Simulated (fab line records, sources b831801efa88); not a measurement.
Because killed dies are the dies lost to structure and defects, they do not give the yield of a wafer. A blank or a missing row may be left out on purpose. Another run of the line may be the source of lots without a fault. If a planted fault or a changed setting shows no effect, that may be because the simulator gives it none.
fab line records | flow sky130
record lots=12 wafers=36 lastDay=51
route steps=708 shown VIA2@519 METAL3@534 PAD_OPEN@708
lots untouched by any fault: they come from a run of this same line in which no faults occurred
startH: start of the lot's first displayed wafer, in hours after the record's first day | waitH: how many hours have passed since the lot's step before this one | " the same as in the row above | L1.1+2: several wafers, shown together as one row | - either no value or no given start | * or withheld: withheld | < > ~ a bound
route shown NAME@n: NAME is a module with steps in the file, n the number in the route of the first one | usual: the fault-free wafers' mean and standard deviation | same: alike in all rows | chamber/n: place in a boat | sites: per-site readings | _std_site: standard deviation across them | _edge_site: the outer-site mean with the inner-site mean subtracted | radiusMm: for every site, how far away it sits from the centre of the wafer | mask NAME#n: copy n | behind: tool/chamber where the wafer was last shaped | hold: cause of the lot's hold/its duration in hours/its outcome | device: names the non-switching transistor (n, p or np) | end of line: the same wafers' tests at the end of the route | step lacking rows: just its recipe | killed: dies that structure and defects cost at the first sort, which is not the same as the wafer's yield | map: a wafer's dies, x killed, . not, _ none there
set.NAME: setting as actually run; set.NAME@STEP: the setting as run at that earlier step | model.NAME: the simulator's own value behind a step, which no gauge read
the route's steps for a sample of lots (tables are steps, rows are wafers)
services: when a tool's chamber went out of use (startH, in hours from the record's first day, below 0 if earlier), for how many hours, and the reason
## steps
# step SKY_VIA2_CD_MEAS_12
# recipe targetCdNm=200
# usual cdNm=200.3/1.6
# columns lot.wafer tool chamber startH waitH cdNm
L779.2 cdSem-02 - 877.81 - 201.1
L779.3 " - " " 201.0
L779.5 " - " " 199.4
L783.1 cdSem-02 - 890.27 - 199.7
L783.2 " - " " 198.4
L783.4 " - " " 199.7
L788.2 cdSem-02 - 925.01 - 200.1
L788.3 " - " " 199.8
L788.6 " - " " 199.5
L790.1 cdSem-01 - 945.39 - 198.3
L790.2 " - " " 198.0
L790.5 " - " " 197.8
L791.3 cdSem-01 - 948.18 - 199.5
L791.4 " - " " 198.6
L791.6 " - " " 199.0
L792.2 cdSem-01 - 961.11 - 202.0
L792.3 " - " " 201.6
L792.5 " - " " 201.9
L793.1 cdSem-01 - 971.34 - 197.0
L793.2 " - " " 199.1
L793.3 " - " " 198.6
L796.2 cdSem-01 - 984.44 - 202.4
L796.4 " - " " 202.0
L796.6 " - " " 204.3
L797.3 cdSem-01 - 994.31 - 199.7
L797.5 " - " " 199.5
L797.6 " - " " 199.2
L800.1 cdSem-02 - 1034.17 - 200.2
L800.3 " - " " 199.9
L800.6 " - " " 200.4
L801.1 cdSem-02 - 1035.94 - 198.9
L801.2 " - " " 197.9
L801.6 " - " " 199.1
L799.2 cdSem-01 - 1038.69 - 200.7
L799.3 " - " " 201.1
L799.4 " - " " 200.7
# step SKY_VIA2_OVL_MEAS_13
# usual VIA2_OVL=-1/4.9
# columns lot.wafer tool chamber startH waitH VIA2_OVL[nm]
L779.2 overlay-01 - 877.91 0.1 -4
L779.3 " - " " 3
L779.5 " - " " 7
L783.1 overlay-02 - 890.39 0.1 2
L783.2 " - " " -1
L783.4 " - " " 11
L788.2 overlay-01 - 925.12 0.1 -1
L788.3 " - " " 1
L788.6 " - " " -1
L790.1 overlay-01 - 945.51 0.1 5
L790.2 " - " " -1
L790.5 " - " " 1
L791.3 overlay-02 - 948.27 0.1 5
L791.4 " - " " 2
L791.6 " - " " 3
L792.2 overlay-01 - 961.22 0.1 -3
L792.3 " - " " 1
L792.5 " - " " 2
L793.1 overlay-02 - 971.46 0.1 5
L793.2 " - " " -1
L793.3 " - " " 1
L796.2 overlay-01 - 984.54 0.1 0
L796.4 " - " " -14
L796.6 " - " " -3
L797.3 overlay-02 - 994.40 0.1 2
L797.5 " - " " 1
L797.6 " - " " -3
L800.1 overlay-01 - 1034.29 0.1 -4
L800.3 " - " " 4
L800.6 " - " " 3
L801.1 overlay-02 - 1036.06 0.1 -7
L801.2 " - " " -8
L801.6 " - " " -13
L799.2 overlay-02 - 1038.79 0.1 -4
L799.3 " - " " -2
L799.4 " - " " -3
# step SKY_VIA2_STRIP_16
# recipe chemistry=O2/N2 powerW=1400 pressureMtorr=1500 platenTempC=withheld o2FlowSccm=3000 n2FlowSccm=300 overashFraction=0.5
# usual drypumpMotorCurrentA=6.0/0.36 oesProductAu=0.398/0.0047 stripTimeToEndpointS=4.039/0.028
# columns lot.wafer tool chamber startH waitH drypumpMotorCurrentA oesProductAu rfHoursCounterH stripTimeToEndpointS
L779.2 plasmaAsher-03 0 878.05 0.0 6.6 0.402 13 4.085
L779.3 " 1 " " 5.4 0.400 - 4.063
L779.5 " 0 " " 6.6 0.396 - 4.033
L783.1 plasmaAsher-02 1 890.53 0.0 5.8 0.404 78 4.003
L783.2 " 0 " " 6.3 0.391 78 4.052
L783.4 " 1 " " 5.8 0.394 - 4.050
L788.2 plasmaAsher-01 0 925.25 0.0 5.8 0.405 47 4.038
L788.3 " 0 " " 5.8 0.398 - 4.034
L788.6 " 0 " " 5.8 0.393 - 3.997
L790.1 plasmaAsher-02 0 945.65 0.0 6.4 0.404 84 4.079
L790.2 " 1 " " 5.8 0.394 84 4.032
L790.5 " 1 " " 5.8 0.395 - 4.060
L791.3 plasmaAsher-02 0 948.43 0.1 6.3 0.394 - 3.973
L791.4 " 1 " " 5.8 0.392 - 3.988
L791.6 " 1 " " 5.8 0.395 - 3.985
L792.2 plasmaAsher-01 0 961.35 0.0 5.8 0.399 50 4.033
L792.3 " 0 " " 5.8 0.396 - 4.013
L792.5 " 1 " " 6.0 0.390 - 4.015
L793.1 plasmaAsher-01 1 971.60 0.0 6.0 0.401 52 4.007
L793.2 " 0 " " 5.8 0.398 52 3.994
L793.3 " 0 " " 5.8 0.396 - 4.042
L796.2 plasmaAsher-03 0 984.68 0.0 6.6 0.400 23 4.096
L796.4 " 1 " " 5.5 0.400 - 4.027
L796.6 " 0 " " 6.6 0.395 - 4.046
L797.3 plasmaAsher-02 0 994.56 0.1 6.3 0.396 - 4.062
L797.5 " 1 " " 5.8 0.403 - 4.064
L797.6 " 0 " " 6.3 0.400 - 4.010
L800.1 plasmaAsher-03 1 1034.43 0.0 5.5 0.405 28 4.066
L800.3 " 0 " " 6.6 0.399 - 4.025
L800.6 " 1 " " 5.5 0.401 - 4.046
L801.1 plasmaAsher-02 0 1036.20 0.0 6.3 0.394 92 4.064
L801.2 " 1 " " 5.8 0.404 92 4.081
L801.6 " 0 " " 6.3 0.405 - 4.085
L799.2 plasmaAsher-03 1 1038.93 0.0 5.5 0.401 28 4.085
L799.3 " 1 " " 5.5 0.398 - 4.062
L799.4 " 0 " " 6.6 0.397 - 4.061
# step SKY_METAL3_SPUTTER_02
# recipe material=AlCu targetThkNm=735 powerW=10600 timeS=39.1 chamberPressurePa=0.4
# usual cathodeDcPowerW=10600/1.9 chamberPressurePa=0.4000/0.00081 throttleValvePct=29.7/1.1
# columns lot.wafer tool chamber startH waitH cathodeDcPowerW chamberPressurePa throttleValvePct
L779.2 pvdSputter-02 - 879.36 0.0 10601 0.3991 27.0
L779.3 " - " " 10599 0.4004 29.2
L779.5 " - " " 10599 0.4004 29.3
L783.1 pvdSputter-04 - 891.85 0.0 10602 0.4002 30.7
L783.2 " - " " 10601 0.3995 29.9
L783.4 " - " " 10601 0.3990 30.4
L788.2 pvdSputter-04 - 926.56 0.0 10602 0.4011 29.7
L788.3 " - " " 10599 0.4006 30.5
L788.6 " - " " 10600 0.4006 30.5
L790.1 pvdSputter-02 - 947.03 0.0 - - -
L790.2 " - " " - - -
L790.5 " - " " - - -
L791.3 pvdSputter-01 - 949.71 0.0 - - -
L791.4 " - " " - - -
L791.6 " - " " - - -
L792.2 pvdSputter-02 - 962.66 0.0 10599 0.3999 29.5
L792.3 " - " " 10600 0.4000 29.3
L792.5 " - " " 10599 0.3990 27.0
L793.1 pvdSputter-01 - 973.00 0.0 10602 0.3997 29.8
L793.2 " - " " 10600 0.3996 30.0
L793.3 " - " " 10600 0.4001 29.9
L796.2 pvdSputter-01 - 986.08 0.0 10600 0.4010 31.9
L796.4 " - " " 10602 0.4005 30.3
L796.6 " - " " 10597 0.4015 32.0
L797.3 pvdSputter-04 - 996.18 0.0 10597 0.4009 29.8
L797.5 " - " " 10595 0.4012 30.4
L797.6 " - " " 10601 0.3997 29.8
L800.1 pvdSputter-01 - 1035.74 0.0 10597 0.4007 32.1
L800.3 " - " " 10597 0.4011 30.3
L800.6 " - " " 10598 0.3994 29.6
L801.1 pvdSputter-01 - 1037.51 0.0 10601 0.4008 30.2
L801.2 " - " " 10602 0.3999 29.9
L801.6 " - " " 10602 0.3999 29.9
L799.2 pvdSputter-04 - 1040.24 0.0 10600 0.3996 30.0
L799.3 " - " " 10601 0.3997 30.6
L799.4 " - " " 10597 0.4001 30.3
# step SKY_PAD_OPEN_PROBE_99
# usual defectLimitedYield=82.4/2 killed_at_M0_to_M3=43/6.8 killed_at_M4_up=3.1/1.8 killedAtContacts=25/5.8 killedAtFrontEnd=15/4.2 killedAtOther=0.3/0.5 killedDies=87/9.7 killedOnRim=17/4.1 killedOpen=47/7.3 killedShort=39/6.6 sort_bin_3_pad_short=0.9/0.37 sort_bin_5_function=10.4/1.4 sort_bin_6_memory=6.3/1.1 sortNPass=405/9.7 sortYieldPct=82.4/2
# same grossDies=492 killedAtBackSide=0 sort_bin_4_leakage[%]=0 sort_bin_8_speed[%]=0
# columns lot.wafer tool chamber startH waitH hold defectLimitedYield[%] killed_at_M0_to_M3 killed_at_M4_up killedAtContacts killedAtFrontEnd killedAtOther killedDies killedOnRim killedOpen killedShort sort_bin_3_pad_short[%] sort_bin_5_function[%] sort_bin_6_memory[%] sortNPass sortYieldPct[%]
L779.2 prober-02 - 1101.10 0.1 - 80.1 59 1 23 15 0 98 16 58 40 0.6 12.2 7.1 394 80.1
L779.3 prober-02 - 1101.15 0.2 - 82.3 41 2 29 15 0 87 17 54 33 1.0 10.2 6.5 405 82.3
L779.5 prober-02 - 1101.25 0.2 - 82.7 31 2 32 20 0 85 13 51 34 1.0 10.2 6.1 407 82.7
L783.1 prober-01 - 1110.14 0.1 - 81.1 49 4 21 19 0 93 11 49 44 1.0 12.4 5.5 399 81.1
L783.2 prober-01 - 1110.19 0.1 - 83.3 39 0 25 17 1 82 14 45 37 0.2 10.6 5.9 410 83.3
L783.4 prober-01 - 1110.29 0.2 - 82.7 45 3 15 22 0 85 17 50 35 1.0 11.0 5.3 407 82.7
L788.2 prober-02 - 1136.90 0.1 - 82.1 35 1 37 14 1 88 16 53 35 0.4 11.6 5.9 404 82.1
L788.3 prober-02 - 1136.95 0.2 - 85.4 35 4 13 19 1 72 14 42 30 0.2 7.9 6.5 420 85.4
L788.6 prober-02 - 1137.10 0.2 - 87.2 35 2 15 11 0 63 15 30 33 0.6 7.3 4.9 429 87.2
L790.1 prober-02 - 1159.54 3.8 awaitDispo/3.7h/release 0 447 1 28 16 0 492 96 54 32 0.8 92.7 6.5 0 0
L790.2 prober-02 - 1159.59 3.8 awaitDispo/3.7h/release 0 449 2 23 17 1 492 96 44 37 0.8 93.1 6.1 0 0
L790.5 prober-02 - 1159.74 3.9 awaitDispo/3.7h/release 0 430 6 38 18 0 492 96 68 40 1.0 92.1 6.9 0 0
L791.3 prober-01 - 1159.99 4.0 awaitDispo/3.8h/release 0 461 2 15 13 1 492 96 38 28 0.4 93.9 5.7 0 0
L791.4 prober-01 - 1160.04 4.0 awaitDispo/3.8h/release 0 459 3 17 13 0 492 96 36 32 0.6 95.3 4.1 0 0
L791.6 prober-01 - 1160.14 4.1 awaitDispo/3.8h/release 0 453 4 19 15 1 492 96 50 38 0.4 94.1 5.5 0 0
L792.2 prober-02 - 1163.60 0.1 - 83.3 48 4 18 12 0 82 20 37 45 0.4 9.8 6.5 410 83.3
L792.3 prober-02 - 1163.65 0.2 - 83.5 44 3 23 11 0 81 20 43 38 0.8 8.5 7.1 411 83.5
L792.5 prober-02 - 1163.75 0.2 - 82.1 44 1 28 15 0 88 13 45 43 0.4 10.2 7.3 404 82.1
L793.1 prober-01 - 1173.74 0.1 - 82.1 49 3 22 14 0 88 20 41 47 0.8 10.6 6.5 404 82.1
L793.2 prober-01 - 1173.79 0.1 - 80.9 46 4 29 15 0 94 13 50 44 0.8 10.4 7.9 398 80.9
L793.3 prober-01 - 1173.84 0.2 - 83.5 42 4 21 14 0 81 15 37 44 1.0 10.0 5.5 411 83.5
L796.2 prober-02 - 1181.91 0.1 - 84.1 39 1 25 12 1 78 14 49 29 1.8 8.5 5.5 414 84.1
L796.4 prober-02 - 1182.01 0.2 - 83.3 40 8 24 10 0 82 11 56 26 1.0 11.4 4.3 410 83.3
L796.6 prober-02 - 1182.11 0.2 - 78.0 59 3 28 18 0 108 25 53 55 1.2 12.0 8.7 384 78.0
L797.3 prober-02 - 1190.00 0.2 - 82.9 39 7 23 15 0 84 15 39 45 1.0 9.6 6.5 408 82.9
L797.5 prober-02 - 1190.10 0.2 - 85.6 41 4 13 13 0 71 11 38 33 0.8 7.5 6.1 421 85.6
L797.6 prober-02 - 1190.15 0.2 - 82.5 44 7 24 11 0 86 18 51 35 1.2 10.6 5.7 406 82.5
L800.1 prober-01 - 1214.49 0.1 - 82.7 51 4 18 12 0 85 16 40 45 1.4 9.3 6.5 407 82.7
L800.3 prober-01 - 1214.59 0.2 - 82.7 40 6 28 10 1 85 18 41 44 0 10.4 6.9 407 82.7
L800.6 prober-01 - 1214.74 0.2 - 82.7 51 2 19 13 0 85 19 47 38 1.8 10.0 5.5 407 82.7
L801.1 prober-02 - 1214.66 0.1 - 80.3 46 7 27 17 0 97 17 59 38 0.4 13.0 6.3 395 80.3
L801.2 prober-02 - 1214.71 0.1 - 83.1 36 8 18 21 0 83 17 42 41 1.2 9.1 6.5 409 83.1
L801.6 prober-02 - 1214.91 0.2 - 81.3 48 2 26 15 1 92 15 64 28 1.2 11.4 6.1 400 81.3
L799.2 prober-02 - 1216.96 0.1 - 82.1 35 7 31 15 0 88 16 50 37 1.0 11.4 5.5 404 82.1
L799.3 prober-02 - 1217.01 0.2 - 80.1 56 3 30 9 0 98 24 53 45 1.4 11.2 7.3 394 80.1
L799.4 prober-02 - 1217.06 0.2 - 81.3 50 4 25 13 0 92 18 53 39 0.8 12.2 5.7 400 81.3
# killed by level:class
L779.2 VIA1:geometricParticle:open=17 VIA3:geometricParticle:open=9 METAL2:geometricParticle:short=9 CONTACT:geometricParticle:open=8 LI_CONTACT:geometricParticle:open=7 VIA2:geometricParticle:open=7 SPACER:geometricParticle:short=6 POLY_GATE:geometricParticle:short=4
L779.3 VIA1:geometricParticle:open=12 CONTACT:geometricParticle:open=11 LI_CONTACT:geometricParticle:open=9 METAL1:geometricParticle:short=9 VIA3:geometricParticle:open=8 FIELD_ISO:geometricParticle:open=4 POLY_GATE:geometricParticle:short=4 LOCAL_INTERCONNECT:geometricParticle:short=4
L779.5 CONTACT:geometricParticle:open=14 LI_CONTACT:geometricParticle:open=11 VIA1:geometricParticle:open=7 FIELD_ISO:geometricParticle:short=6 VIA3:geometricParticle:short=6 FIELD_ISO:geometricParticle:open=4 VIA1:geometricParticle:short=4 VIA3:geometricParticle:open=4
L783.1 CONTACT:geometricParticle:open=9 METAL1:geometricParticle:short=8 VIA1:geometricParticle:open=8 VIA1:geometricParticle:short=7 VIA2:geometricParticle:open=7 LI_CONTACT:geometricParticle:open=6 VIA3:geometricParticle:open=6 POLY_GATE:geometricParticle:open=5
L783.2 VIA1:geometricParticle:open=12 CONTACT:geometricParticle:open=10 VIA2:geometricParticle:open=9 POLY_GATE:geometricParticle:short=7 VIA1:geometricParticle:short=5 LI_CONTACT:geometricParticle:open=4 LI_CONTACT:geometricParticle:short=4 CONTACT:geometricParticle:short=4
L783.4 VIA1:geometricParticle:open=9 POLY_GATE:geometricParticle:open=7 FIELD_ISO:geometricParticle:open=6 LI_CONTACT:geometricParticle:open=6 VIA2:geometricParticle:short=6 VIA3:geometricParticle:open=6 FIELD_ISO:geometricParticle:short=5 VIA2:geometricParticle:open=5
L788.2 CONTACT:geometricParticle:open=12 LI_CONTACT:geometricParticle:open=11 VIA1:geometricParticle:open=7 POLY_GATE:geometricParticle:open=5 VIA3:geometricParticle:open=5 CONTACT:geometricParticle:short=5 VIA2:geometricParticle:open=5 POLY_GATE:geometricParticle:short=4
L788.3 POLY_GATE:geometricParticle:open=7 LI_CONTACT:geometricParticle:open=7 VIA1:geometricParticle:open=7 VIA2:geometricParticle:open=6 FIELD_ISO:geometricParticle:open=4 METAL1:geometricParticle:short=4 VIA2:geometricParticle:short=4 VIA3:geometricParticle:open=4
L788.6 VIA1:geometricParticle:open=7 VIA1:geometricParticle:short=6 METAL2:geometricParticle:short=6 CONTACT:geometricParticle:open=5 LI_CONTACT:geometricParticle:open=4 VIA2:geometricParticle:short=4 POLY_GATE:geometricParticle:short=3 LI_CONTACT:geometricParticle:short=3
L790.1 METAL3:areaSputter=406 CONTACT:geometricParticle:open=12 VIA1:geometricParticle:open=12 VIA3:geometricParticle:open=11 FIELD_ISO:geometricParticle:short=5 LI_CONTACT:geometricParticle:open=5 LOCAL_INTERCONNECT:geometricParticle:short=5 VIA1:geometricParticle:short=5
L790.2 METAL3:areaSputter=411 VIA1:geometricParticle:open=11 FIELD_ISO:geometricParticle:open=6 LI_CONTACT:geometricParticle:open=5 LOCAL_INTERCONNECT:geometricParticle:short=5 CONTACT:geometricParticle:open=5 METAL2:geometricParticle:short=5 POLY_GATE:geometricParticle:open=4
L790.5 METAL3:areaSputter=384 CONTACT:geometricParticle:open=16 VIA1:geometricParticle:open=12 VIA3:geometricParticle:open=11 LI_CONTACT:geometricParticle:open=9 LI_CONTACT:geometricParticle:short=6 FIELD_ISO:geometricParticle:short=5 POLY_GATE:geometricParticle:open=5
L791.3 METAL3:areaSputter=426 VIA3:geometricParticle:open=10 VIA1:geometricParticle:open=8 CONTACT:geometricParticle:short=6 FIELD_ISO:geometricParticle:open=4 CONTACT:geometricParticle:open=4 SPACER:geometricParticle:short=3 VIA2:geometricParticle:open=3
L791.4 METAL3:areaSputter=424 VIA1:geometricParticle:open=9 FIELD_ISO:geometricParticle:short=7 CONTACT:geometricParticle:open=6 METAL1:geometricParticle:short=5 VIA3:geometricParticle:open=5 VIA2:geometricParticle:open=5 LI_CONTACT:geometricParticle:open=4
L791.6 METAL3:areaSputter=404 VIA1:geometricParticle:open=10 VIA2:geometricParticle:open=9 FIELD_ISO:geometricParticle:open=7 CONTACT:geometricParticle:open=6 METAL1:geometricParticle:short=6 METAL2:geometricParticle:short=6 VIA3:geometricParticle:open=5
L792.2 VIA1:geometricParticle:open=11 VIA1:geometricParticle:short=9 METAL2:geometricParticle:short=8 CONTACT:geometricParticle:open=7 CONTACT:geometricParticle:short=5 LI_CONTACT:geometricParticle:open=4 METAL3:geometricParticle:short=4 VIA3:geometricParticle:open=4
L792.3 CONTACT:geometricParticle:open=11 VIA1:geometricParticle:open=7 METAL2:geometricParticle:short=7 VIA3:geometricParticle:open=7 CONTACT:geometricParticle:short=5 METAL1:geometricParticle:short=5 VIA2:geometricParticle:open=5 LI_CONTACT:geometricParticle:open=4
L792.5 VIA1:geometricParticle:open=11 LOCAL_INTERCONNECT:geometricParticle:short=9 CONTACT:geometricParticle:open=9 VIA2:geometricParticle:open=7 POLY_GATE:geometricParticle:short=6 METAL1:geometricParticle:short=6 LI_CONTACT:geometricParticle:open=4 VIA3:geometricParticle:open=4
L793.1 VIA1:geometricParticle:short=11 VIA1:geometricParticle:open=11 CONTACT:geometricParticle:open=6 METAL1:geometricParticle:short=5 LI_CONTACT:geometricParticle:open=5 CONTACT:geometricParticle:short=5 VIA2:geometricParticle:open=5 VIA2:geometricParticle:short=4
L793.2 CONTACT:geometricParticle:open=10 VIA3:geometricParticle:open=10 LI_CONTACT:geometricParticle:open=8 VIA2:geometricParticle:open=5 VIA3:geometricParticle:short=5 LI_CONTACT:geometricParticle:short=4 LOCAL_INTERCONNECT:geometricParticle:short=4 VIA1:geometricParticle:open=4
L793.3 CONTACT:geometricParticle:open=8 METAL2:geometricParticle:short=7 VIA1:geometricParticle:short=7 CONTACT:geometricParticle:short=6 VIA2:geometricParticle:open=5 VIA1:geometricParticle:open=5 LI_CONTACT:geometricParticle:open=4 METAL1:geometricParticle:short=4
L796.2 VIA1:geometricParticle:open=12 CONTACT:geometricParticle:open=8 VIA3:geometricParticle:open=7 LI_CONTACT:geometricParticle:open=7 VIA2:geometricParticle:open=6 LOCAL_INTERCONNECT:geometricParticle:short=5 METAL2:geometricParticle:short=5 LI_CONTACT:geometricParticle:short=4
L796.4 VIA1:geometricParticle:open=14 VIA2:geometricParticle:open=11 LI_CONTACT:geometricParticle:open=8 CONTACT:geometricParticle:open=8 METAL4:geometricParticle:short=5 POLY_GATE:geometricParticle:open=4 LOCAL_INTERCONNECT:geometricParticle:short=4 FIELD_ISO:geometricParticle:open=3
L796.6 VIA2:geometricParticle:open=12 CONTACT:geometricParticle:open=11 VIA1:geometricParticle:open=9 LOCAL_INTERCONNECT:geometricParticle:short=8 METAL2:geometricParticle:short=7 METAL1:geometricParticle:short=7 VIA2:geometricParticle:short=7 FIELD_ISO:geometricParticle:short=6
L797.3 CONTACT:geometricParticle:open=11 METAL1:geometricParticle:short=8 VIA1:geometricParticle:open=8 CONTACT:geometricParticle:short=7 METAL4:geometricParticle:short=7 POLY_GATE:geometricParticle:open=6 VIA2:geometricParticle:open=6 VIA2:geometricParticle:short=4
L797.5 METAL1:geometricParticle:short=6 VIA1:geometricParticle:open=6 VIA2:geometricParticle:open=6 VIA3:geometricParticle:open=6 METAL2:geometricParticle:short=5 POLY_GATE:geometricParticle:open=5 LOCAL_INTERCONNECT:geometricParticle:short=4 CONTACT:geometricParticle:open=4
L797.6 VIA1:geometricParticle:open=10 LI_CONTACT:geometricParticle:open=9 VIA3:geometricParticle:open=8 CONTACT:geometricParticle:open=7 CONTACT:geometricParticle:short=5 METAL2:geometricParticle:short=5 VIA2:geometricParticle:open=5 VIA2:geometricParticle:short=4
L800.1 VIA3:geometricParticle:open=8 VIA1:geometricParticle:short=8 VIA1:geometricParticle:open=8 METAL1:geometricParticle:short=7 LI_CONTACT:geometricParticle:open=6 CONTACT:geometricParticle:open=5 METAL2:geometricParticle:short=5 METAL3:geometricParticle:short=5
L800.3 CONTACT:geometricParticle:open=11 METAL1:geometricParticle:short=7 VIA2:geometricParticle:open=7 CONTACT:geometricParticle:short=5 VIA1:geometricParticle:open=5 LI_CONTACT:geometricParticle:open=4 LI_CONTACT:geometricParticle:short=4 LOCAL_INTERCONNECT:geometricParticle:short=4
L801.1 CONTACT:geometricParticle:open=13 VIA1:geometricParticle:open=11 CONTACT:geometricParticle:short=7 VIA3:geometricParticle:open=6 POLY_GATE:geometricParticle:open=6 VIA2:geometricParticle:open=6 METAL2:geometricParticle:open=5 METAL2:geometricParticle:short=4
L801.2 CONTACT:geometricParticle:open=12 VIA1:geometricParticle:open=9 FIELD_ISO:geometricParticle:short=6 METAL2:geometricParticle:short=5 METAL3:geometricParticle:short=5 METAL4:geometricParticle:short=5 POLY_GATE:geometricParticle:short=4 CONTACT:geometricParticle:short=4
L800.6 VIA1:geometricParticle:open=11 VIA2:geometricParticle:open=10 METAL1:geometricParticle:short=6 VIA3:geometricParticle:open=6 FIELD_ISO:geometricParticle:short=5 LI_CONTACT:geometricParticle:open=5 CONTACT:geometricParticle:open=5 VIA1:geometricParticle:short=5
L801.6 VIA1:geometricParticle:open=15 VIA3:geometricParticle:open=9 CONTACT:geometricParticle:open=8 LI_CONTACT:geometricParticle:open=8 VIA2:geometricParticle:open=8 CONTACT:geometricParticle:short=6 FIELD_ISO:geometricParticle:short=4 POLY_GATE:geometricParticle:open=4
L799.2 CONTACT:geometricParticle:open=10 LI_CONTACT:geometricParticle:open=9 VIA1:geometricParticle:open=9 VIA3:geometricParticle:open=6 CONTACT:geometricParticle:short=5 METAL4:geometricParticle:short=5 POLY_GATE:geometricParticle:short=4 VIA1:geometricParticle:short=4
L799.3 VIA1:geometricParticle:open=13 LI_CONTACT:geometricParticle:open=9 CONTACT:geometricParticle:short=8 VIA3:geometricParticle:open=8 CONTACT:geometricParticle:open=7 METAL1:geometricParticle:short=6 VIA2:geometricParticle:open=6 POLY_GATE:geometricParticle:short=5
L799.4 VIA1:geometricParticle:open=12 CONTACT:geometricParticle:open=9 VIA2:geometricParticle:open=7 LI_CONTACT:geometricParticle:open=6 VIA3:geometricParticle:open=6 METAL3:geometricParticle:short=5 FIELD_ISO:geometricParticle:open=4 CONTACT:geometricParticle:short=4
## services
# columns tool chamber startH hours kind
pvdSputter-01 - 874.92 3.5 repair
plasmaAsher-03 - 888.86 2.8 repair
pvdSputter-02 - 919.42 3.8 repair
pvdSputter-04 - 944.69 2.5 repair
plasmaAsher-02 - 963.80 3.3 repair
pvdSputter-04 0 979.92 - consumableReplace:kit
pvdSputter-04 0 979.92 18.0 scheduledDown
pvdSputter-04 0 979.92 18.0 ventCycle
pvdSputter-02 2 981.69 - consumableReplace:kit
pvdSputter-02 2 981.69 18.0 scheduledDown
pvdSputter-02 2 981.69 18.0 ventCycle
plasmaAsher-03 - 1027.53 0.9 repair
pvdSputter-01 1 1037.62 - consumableReplace:kit
pvdSputter-01 1 1037.62 18.0 scheduledDown
pvdSputter-01 1 1037.62 18.0 ventCycle
## key
firstSign step=SKY_METAL3_SPUTTER_02 reading=toolRecord direction=missing
effect step=SKY_PAD_OPEN_PROBE_99 reading=killed_at_M0_to_M3 direction=up sigmas=59 usual=43 struck=450
moreKillsBornAt SKY_METAL3_SPUTTER_02@pvdSputter-01=1254 SKY_METAL3_SPUTTER_02@pvdSputter-02=1201
metAt SKY_METAL3_SPUTTER_02
struckLots L790,L791
laterRowsLeftOut L790.1,L790.2,L790.5,L791.3,L791.4,L791.6
notActingAt SKY_VIA2_CD_MEAS_12,SKY_VIA2_OVL_MEAS_13,SKY_VIA2_STRIP_16
onsetBetween 879.36 947.03
fault kind=skippedStepWhole tool=pvdSputter-01,pvdSputter-02 chamber=- onsetH=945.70 steps=SKY_METAL3_SPUTTER_02 scope=struckLotsOnly
# laterRowsLeftOut: the simulator's readings of these wafers behind a module that went badly wrong aren't trusted and aren't shown, but for the sort
